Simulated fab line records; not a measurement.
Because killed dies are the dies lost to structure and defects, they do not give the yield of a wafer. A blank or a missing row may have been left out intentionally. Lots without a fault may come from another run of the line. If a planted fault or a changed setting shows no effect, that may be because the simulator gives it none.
Which tool did it? :: flow sky130 :: 27 wafers from 9 lots sampled at 6 of the route's 708 steps

WHAT EACH GAUGE READ, for each wafer
SKY_CAP2M_RS_MEAS_03: a four-point-probe measurement. Usual: CAP2M_TIN_RS gives 6.92 ohm/sq (standard deviation 0.088).
lot: L544
measured: day 40 11:40
on: film-metro-02
CAP2M_TIN_RS (ohm/sq): 6.93 6.78 6.86
flag: 

lot: L546
measured: day 41 00:13
on: film-metro-02
CAP2M_TIN_RS (ohm/sq): 6.96 6.99 6.92
flag: 

lot: L547
measured: day 41 09:16
on: film-metro-02
CAP2M_TIN_RS (ohm/sq): 6.87 6.87 6.85
flag: 

lot: L548
measured: day 41 17:55
on: film-metro-04
CAP2M_TIN_RS (ohm/sq): 6.95 6.98 6.82
flag: 

lot: L552
measured: day 42 17:43
on: film-metro-02
CAP2M_TIN_RS (ohm/sq): 6.96 6.98 6.93
flag: 

lot: L555
measured: day 43 10:19
on: film-metro-02
CAP2M_TIN_RS (ohm/sq): 6.87 6.84 6.87
flag: 

lot: L556
measured: day 43 23:51
on: film-metro-03
CAP2M_TIN_RS (ohm/sq): 6.97 6.96 6.89
flag: 

lot: L557
measured: day 44 03:34
on: film-metro-02
CAP2M_TIN_RS (ohm/sq): 6.86 6.96 6.96
flag: 

lot: L563
measured: day 45 21:16
on: film-metro-02
CAP2M_TIN_RS (ohm/sq): 7.49 6.76 6.77
flag: 

SKY_CAP2M_THK_MEAS_04: measures by xrf. Usual: CAP2M_TIN_THK gives 196.9 nm (standard deviation 2.3).
lot: L544
measured: day 40 11:46
on: film-metro-02
CAP2M_TIN_THK (nm): 196.9 199.9 198.2
flag: 

lot: L546
measured: day 41 00:20
on: film-metro-02
CAP2M_TIN_THK (nm): 195.0 193.8 195.8
flag: 

lot: L547
measured: day 41 09:23
on: film-metro-02
CAP2M_TIN_THK (nm): 197.6 199.1 198.6
flag: 

lot: L548
measured: day 41 18:02
on: film-metro-04
CAP2M_TIN_THK (nm): 195.5 195.8 200.0
flag: 

lot: L552
measured: day 42 17:50
on: film-metro-02
CAP2M_TIN_THK (nm): 194.5 194.1 196.2
flag: 

lot: L555
measured: day 43 10:25
on: film-metro-02
CAP2M_TIN_THK (nm): 198.1 199.7 198.5
flag: 

lot: L556
measured: day 43 23:58
on: film-metro-03
CAP2M_TIN_THK (nm): 195.5 195.8 198.1
flag: 

lot: L557
measured: day 44 03:40
on: film-metro-02
CAP2M_TIN_THK (nm): 198.3 195.4 195.8
flag: 

lot: L563
measured: day 45 21:22
on: film-metro-02
CAP2M_TIN_THK (nm): 180.6 198.7 199.2
flag: 

SKY_METAL4_CD_MEAS_13: target cd 300 nm. Usual: cd-nm reads 300.0 nm (standard deviation 1.5).
lot: L544
measured: day 42 11:26
on: cd-sem-01
cd-nm (nm): 300.2 299.2 298.8
flag: 

lot: L546
measured: day 42 22:32
on: cd-sem-02
cd-nm (nm): 298.3 297.4 297.6
flag: 

lot: L547
measured: day 43 08:55
on: cd-sem-01
cd-nm (nm): 298.8 298.7 298.3
flag: 

lot: L548
measured: day 43 17:56
on: cd-sem-02
cd-nm (nm): 301.3 299.5 300.9
flag: 

lot: L552
measured: day 44 17:17
on: cd-sem-01
cd-nm (nm): 297.7 297.4 297.8
flag: 

lot: L555
measured: day 45 08:33
on: cd-sem-01
cd-nm (nm): 300.9 302.0 300.4
flag: 

lot: L556
measured: day 45 21:02
on: cd-sem-02
cd-nm (nm): 298.5 299.0 298.4
flag: 

lot: L557
measured: day 45 23:48
on: cd-sem-01
cd-nm (nm): 301.0 301.1 301.7
flag: 

lot: L563
measured: day 47 14:03
on: cd-sem-02
cd-nm (nm): 299.0 298.9 299.6
flag: 

EACH LOT AND THE TOOL THAT RAN IT (in order: tool; ch and the chambers of the sampled wafers; start)
lot: L544
SKY_METAL3_ETCH_16: rie-metal-01 ch 0,1, day 39 05:47
SKY_CAP2M_SPUTTER_02: pvd-sputter-01, day 40 11:31
SKY_CAP2M_METAL_ETCH_13: rie-metal-02 ch 0,1, day 41 11:27

lot: L546
SKY_METAL3_ETCH_16: rie-metal-02 ch 0, day 39 20:11
SKY_CAP2M_SPUTTER_02: pvd-sputter-04, day 41 00:05
SKY_CAP2M_METAL_ETCH_13: rie-metal-01 ch 0,1, day 41 23:09

lot: L547
SKY_METAL3_ETCH_16: rie-metal-01 ch 0, day 40 05:20
SKY_CAP2M_SPUTTER_02: pvd-sputter-03, day 41 09:08
SKY_CAP2M_METAL_ETCH_13: rie-metal-04 ch 0,1, day 42 08:45

lot: L548
SKY_METAL3_ETCH_16: rie-metal-02 ch 0, day 40 14:17
SKY_CAP2M_SPUTTER_02: pvd-sputter-01, day 41 17:48
SKY_CAP2M_METAL_ETCH_13: rie-metal-04 ch 0,1, day 42 17:26

lot: L552
SKY_METAL3_ETCH_16: rie-metal-03 ch 0,1, day 41 15:10
SKY_CAP2M_SPUTTER_02: pvd-sputter-04, day 42 17:35
SKY_CAP2M_METAL_ETCH_13: rie-metal-02 ch 1, day 43 17:16

lot: L555
SKY_METAL3_ETCH_16: rie-metal-01 ch 0,1, day 42 07:48
SKY_CAP2M_SPUTTER_02: pvd-sputter-03, day 43 10:10
SKY_CAP2M_METAL_ETCH_13: rie-metal-04 ch 0,1, day 44 09:41

lot: L556
SKY_METAL3_ETCH_16: rie-metal-03 ch 0,1, day 42 20:50
SKY_CAP2M_SPUTTER_02: pvd-sputter-04, day 43 23:44
SKY_CAP2M_METAL_ETCH_13: rie-metal-02 ch 0,1, day 44 23:04

lot: L557
SKY_METAL3_ETCH_16: rie-metal-02 ch 0,1, day 43 01:19
SKY_CAP2M_SPUTTER_02: pvd-sputter-04, day 44 03:26
SKY_CAP2M_METAL_ETCH_13: rie-metal-01 ch 1, day 45 01:29

lot: L563
SKY_METAL3_ETCH_16: rie-metal-01 ch 1, day 44 19:52
SKY_CAP2M_SPUTTER_02: pvd-sputter-03, day 45 21:08
SKY_CAP2M_METAL_ETCH_13: rie-metal-01 ch 1, day 46 17:35
- SKY_METAL3_ETCH_16: etches BARC in N2/H2, stops on SiO2, time 88.2 s, target depth 60 nm.
- SKY_CAP2M_SPUTTER_02: material TiN, target thk 200 nm, time 166.7 s.
- SKY_CAP2M_METAL_ETCH_13: etches TiN in Cl2/BCl3, stops on SiO2, target depth 220 nm, time 62.9 s.

AS READ BY THE TOOLS THEMSELVES (means over the sampled wafers that have a number; for cases with no such wafer, the mark the record gives instead)
SKY_METAL3_ETCH_16. Usual: drypump-motor-current-A 6.0 A, standard deviation 0.39; oes-product-au 0.625 a.u., standard deviation 0.0049; throttle-valve-pct 13.204 %, standard deviation 0.0093.
lot: L544
tool: rie-metal-01
drypump-motor-current-A (A): 6.2
oes-product-au (a.u.): 0.627
throttle-valve-pct (%): 13.209
flag: 

lot: L546
tool: rie-metal-02
drypump-motor-current-A (A): 5.8
oes-product-au (a.u.): 0.626
throttle-valve-pct (%): 13.208
flag: 

lot: L547
tool: rie-metal-01
drypump-motor-current-A (A): 6.2
oes-product-au (a.u.): 0.621
throttle-valve-pct (%): 13.195
flag: 

lot: L548
tool: rie-metal-02
drypump-motor-current-A (A): 5.8
oes-product-au (a.u.): 0.627
throttle-valve-pct (%): 13.208
flag: 

lot: L552
tool: rie-metal-03
drypump-motor-current-A (A): 5.6
oes-product-au (a.u.): 0.627
throttle-valve-pct (%): 13.198
flag: 

lot: L555
tool: rie-metal-01
drypump-motor-current-A (A): 6.2
oes-product-au (a.u.): 0.629
throttle-valve-pct (%): 13.207
flag: 

lot: L556
tool: rie-metal-03
drypump-motor-current-A (A): 5.6
oes-product-au (a.u.): 0.628
throttle-valve-pct (%): 13.208
flag: 

lot: L557
tool: rie-metal-02
drypump-motor-current-A (A): 6.3
oes-product-au (a.u.): 0.626
throttle-valve-pct (%): 13.207
flag: 

lot: L563
tool: rie-metal-01
drypump-motor-current-A (A): 6.2
oes-product-au (a.u.): 0.623
throttle-valve-pct (%): 13.200
flag: 

SKY_CAP2M_SPUTTER_02. Usual: cathode-dc-power-W 6500.1 W, standard deviation 1.2; chamber-pressure-pa 0.4001 Pa, standard deviation 0.00082; throttle-valve-pct 29.9 %, standard deviation 1.3.
lot: L544
tool: pvd-sputter-01
cathode-dc-power-W (W): 6500.3
chamber-pressure-pa (Pa): 0.4004
throttle-valve-pct (%): 29.1
flag: 

lot: L546
tool: pvd-sputter-04
cathode-dc-power-W (W): 6499.4
chamber-pressure-pa (Pa): 0.4005
throttle-valve-pct (%): 29.4
flag: 

lot: L547
tool: pvd-sputter-03
cathode-dc-power-W (W): 6500.1
chamber-pressure-pa (Pa): 0.3999
throttle-valve-pct (%): 30.7
flag: 

lot: L548
tool: pvd-sputter-01
cathode-dc-power-W (W): 6499.5
chamber-pressure-pa (Pa): 0.3990
throttle-valve-pct (%): 29.0
flag: 

lot: L552
tool: pvd-sputter-04
cathode-dc-power-W (W): 6500.1
chamber-pressure-pa (Pa): 0.4004
throttle-valve-pct (%): 29.6
flag: 

lot: L555
tool: pvd-sputter-03
cathode-dc-power-W (W): 6499.2
chamber-pressure-pa (Pa): 0.3998
throttle-valve-pct (%): 30.5
flag: 

lot: L556
tool: pvd-sputter-04
cathode-dc-power-W (W): 6499.9
chamber-pressure-pa (Pa): 0.4009
throttle-valve-pct (%): 30.6
flag: 

lot: L557
tool: pvd-sputter-04
cathode-dc-power-W (W): 6499.6
chamber-pressure-pa (Pa): 0.4002
throttle-valve-pct (%): 29.5
flag: 

lot: L563
tool: pvd-sputter-03
cathode-dc-power-W (W): 6500.2
chamber-pressure-pa (Pa): 0.4007
throttle-valve-pct (%): 31.3
flag: 

SKY_CAP2M_METAL_ETCH_13. Usual: drypump-motor-current-A 6.0 A, standard deviation 0.39; oes-product-au 0.940 a.u., standard deviation 0.0082; throttle-valve-pct 21.902 %, standard deviation 0.011.
lot: L544
tool: rie-metal-02
drypump-motor-current-A (A): 6.0
oes-product-au (a.u.): 0.942
throttle-valve-pct (%): 21.900
flag: 

lot: L546
tool: rie-metal-01
drypump-motor-current-A (A): 6.2
oes-product-au (a.u.): 0.934
throttle-valve-pct (%): 21.915
flag: 

lot: L547
tool: rie-metal-04
drypump-motor-current-A (A): 5.5
oes-product-au (a.u.): 0.945
throttle-valve-pct (%): 21.906
flag: 

lot: L548
tool: rie-metal-04
drypump-motor-current-A (A): 5.5
oes-product-au (a.u.): 0.941
throttle-valve-pct (%): 21.902
flag: 

lot: L552
tool: rie-metal-02
drypump-motor-current-A (A): 6.5
oes-product-au (a.u.): 0.938
throttle-valve-pct (%): 21.917
flag: 

lot: L555
tool: rie-metal-04
drypump-motor-current-A (A): 5.7
oes-product-au (a.u.): 0.942
throttle-valve-pct (%): 21.898
flag: 

lot: L556
tool: rie-metal-02
drypump-motor-current-A (A): 6.3
oes-product-au (a.u.): 0.935
throttle-valve-pct (%): 21.903
flag: 

lot: L557
tool: rie-metal-01
drypump-motor-current-A (A): 6.2
oes-product-au (a.u.): 0.941
throttle-valve-pct (%): 21.897
flag: 

lot: L563
tool: rie-metal-01
drypump-motor-current-A (A): 6.2
oes-product-au (a.u.): 0.932
throttle-valve-pct (%): 21.908
flag: 

THE ANSWER, worked out from the rows above alone
Rule: a lot counts as off when the mean over its wafers that have a number is more than 3 standard deviations away from the usual mean. Also off: a lot with no number at a reading for which 4 or more lots have one. The other lots that the step has rows for count as sound. Order of review: gauges by route order, followed by the tools' own readings, for which a lot's mean as printed above is used. The first step at which some lot is off is used, and at that step the reading that is off furthest; a lot without a number counts as furthest.
Across all readings shown, no lot is off: no conclusion can be drawn from this.

WHAT THE SIMULATOR PUT IN
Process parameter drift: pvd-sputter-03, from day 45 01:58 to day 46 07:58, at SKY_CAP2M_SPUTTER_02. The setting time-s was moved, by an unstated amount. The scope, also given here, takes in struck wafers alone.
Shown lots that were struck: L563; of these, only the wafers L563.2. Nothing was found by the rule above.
